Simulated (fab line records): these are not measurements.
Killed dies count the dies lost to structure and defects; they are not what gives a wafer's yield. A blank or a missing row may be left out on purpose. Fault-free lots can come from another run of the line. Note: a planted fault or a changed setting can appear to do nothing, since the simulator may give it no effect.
Commonality check across tools :: flow gf180mcu :: Sampled: 12 lots, 45 wafers

REASON FOR OPENING
GF_PSD_TW_MEAS_11, reading PSD_TW: flagged on 3 of 12 lots. Fault-free wafers read 3191, with a standard deviation of 32.
Rule: a lot gets a flag if all its wafers with a number sit over 4 standard deviations from that mean, or if no wafer of it has a number. The other lots count as sound.

lot: L683
measured: day 14 04:35
on: filmMetro-02
PSD_TW, wafer by wafer: 3174 3168 3173
flag: 

lot: L685
measured: day 14 19:19
on: filmMetro-03
PSD_TW, wafer by wafer: 3197 3193 3200
flag: 

lot: L690
measured: day 16 16:55
on: filmMetro-01
PSD_TW, wafer by wafer: 31 30 31 30 30 30
flag: FLAGGED

lot: L691
measured: day 17 08:20
on: filmMetro-03
PSD_TW, wafer by wafer: 30 30 30 30 30 30
flag: FLAGGED

lot: L692
measured: day 17 08:38
on: filmMetro-03
PSD_TW, wafer by wafer: 30 30 30 30 30 30
flag: FLAGGED

lot: L695
measured: day 18 14:40
on: filmMetro-02
PSD_TW, wafer by wafer: 3142 3133 3146
flag: 

lot: L696
measured: day 18 21:41
on: filmMetro-01
PSD_TW, wafer by wafer: 3214 3206 3195
flag: 

lot: L697
measured: day 19 09:52
on: filmMetro-01
PSD_TW, wafer by wafer: 3199 3229 3222
flag: 

lot: L698
measured: day 19 21:56
on: filmMetro-03
PSD_TW, wafer by wafer: 3211 3185 3199
flag: 

lot: L702
measured: day 20 22:07
on: filmMetro-02
PSD_TW, wafer by wafer: 3136 3156 3141
flag: 

lot: L703
measured: day 21 05:40
on: filmMetro-01
PSD_TW, wafer by wafer: 3235 3211 3220
flag: 

lot: L705
measured: day 21 23:56
on: filmMetro-03
PSD_TW, wafer by wafer: 3208 3208 3196
flag: 
Average over the flagged lots: 30; offset from the usual -3161, equal to -99 standard deviations.

TOOL THAT RAN EACH LOT
2 process steps preceding the reading are held in the record, out of 602 steps in the route. Every cell lists first the tool, next ch and the chambers used by the sampled wafers, and last the start.
lot: L683
flag: 
GF_NSD_STRIP_11: plasmaAsher-04 ch 0,1, day 13 07:51
GF_PSD_STRIP_10: plasmaAsher-03 ch 0,1, day 14 04:30

lot: L685
flag: 
GF_NSD_STRIP_11: plasmaAsher-04 ch 0,1, day 13 22:49
GF_PSD_STRIP_10: plasmaAsher-03 ch 0,1, day 14 19:13

lot: L690
flag: FLAGGED
GF_NSD_STRIP_11: plasmaAsher-04 ch 0,1, day 15 18:19
GF_PSD_STRIP_10: plasmaAsher-03 ch 0,1, day 16 16:49

lot: L691
flag: FLAGGED
GF_NSD_STRIP_11: plasmaAsher-03 ch 1, day 16 09:11
GF_PSD_STRIP_10: plasmaAsher-03 ch 0,1, day 17 08:14

lot: L692
flag: FLAGGED
GF_NSD_STRIP_11: plasmaAsher-04 ch 0,1, day 16 09:37
GF_PSD_STRIP_10: plasmaAsher-01 ch 0,1, day 17 08:32

lot: L695
flag: 
GF_NSD_STRIP_11: plasmaAsher-01 ch 0,1, day 17 14:38
GF_PSD_STRIP_10: plasmaAsher-01 ch 0,1, day 18 14:34

lot: L696
flag: 
GF_NSD_STRIP_11: plasmaAsher-04 ch 0,1, day 17 22:16
GF_PSD_STRIP_10: plasmaAsher-01 ch 0,1, day 18 21:35

lot: L697
flag: 
GF_NSD_STRIP_11: plasmaAsher-04 ch 0, day 18 10:47
GF_PSD_STRIP_10: plasmaAsher-01 ch 0, day 19 09:46

lot: L698
flag: 
GF_NSD_STRIP_11: plasmaAsher-03 ch 1, day 18 21:25
GF_PSD_STRIP_10: plasmaAsher-02 ch 0,1, day 19 21:50

lot: L702
flag: 
GF_NSD_STRIP_11: plasmaAsher-04 ch 0,1, day 19 21:50
GF_PSD_STRIP_10: plasmaAsher-01 ch 0,1, day 20 22:01

lot: L703
flag: 
GF_NSD_STRIP_11: plasmaAsher-04 ch 0,1, day 20 05:20
GF_PSD_STRIP_10: plasmaAsher-01 ch 0,1, day 21 05:34

lot: L705
flag: 
GF_NSD_STRIP_11: plasmaAsher-01 ch 0,1, day 21 00:22
GF_PSD_STRIP_10: plasmaAsher-03 ch 0,1, day 21 23:50
What these steps do:
- GF_NSD_STRIP_11: strips in O2/N2.
- GF_PSD_STRIP_10: strips in O2/N2.
- GF_PSD_TW_MEAS_11

FLAGGED OVER TOTAL, TOOL BY TOOL (the gauges that took the reading come last)
step: GF_NSD_STRIP_11
tool: plasmaAsher-01
lots run: 2
flagged: 0
share of the flagged lots: none
sound lots run after its first flagged lot: -

step: GF_NSD_STRIP_11
tool: plasmaAsher-03
lots run: 2
flagged: 1
share of the flagged lots: some
sound lots run after its first flagged lot: 1 (L698)

step: GF_NSD_STRIP_11
tool: plasmaAsher-04
lots run: 8
flagged: 2
share of the flagged lots: some
sound lots run after its first flagged lot: 4 (L696,L697,L702,L703)

step: GF_PSD_STRIP_10
tool: plasmaAsher-01
lots run: 6
flagged: 1
share of the flagged lots: some
sound lots run after its first flagged lot: 5 (L695,L696,L697,L702,L703)

step: GF_PSD_STRIP_10
tool: plasmaAsher-02
lots run: 1
flagged: 0
share of the flagged lots: none
sound lots run after its first flagged lot: -

step: GF_PSD_STRIP_10
tool: plasmaAsher-03
lots run: 5
flagged: 2
share of the flagged lots: some
sound lots run after its first flagged lot: 1 (L705)

step: GF_PSD_TW_MEAS_11
tool: filmMetro-01
lots run: 4
flagged: 1
share of the flagged lots: some
sound lots run after its first flagged lot: 3 (L696,L697,L703)

step: GF_PSD_TW_MEAS_11
tool: filmMetro-02
lots run: 3
flagged: 0
share of the flagged lots: none
sound lots run after its first flagged lot: -

step: GF_PSD_TW_MEAS_11
tool: filmMetro-03
lots run: 5
flagged: 2
share of the flagged lots: some
sound lots run after its first flagged lot: 2 (L698,L705)

THE TABLE: WHAT IT ALLOWS
No row of the table ran every flagged lot.

WHAT HAD BEEN PUT IN BY THE SIMULATOR
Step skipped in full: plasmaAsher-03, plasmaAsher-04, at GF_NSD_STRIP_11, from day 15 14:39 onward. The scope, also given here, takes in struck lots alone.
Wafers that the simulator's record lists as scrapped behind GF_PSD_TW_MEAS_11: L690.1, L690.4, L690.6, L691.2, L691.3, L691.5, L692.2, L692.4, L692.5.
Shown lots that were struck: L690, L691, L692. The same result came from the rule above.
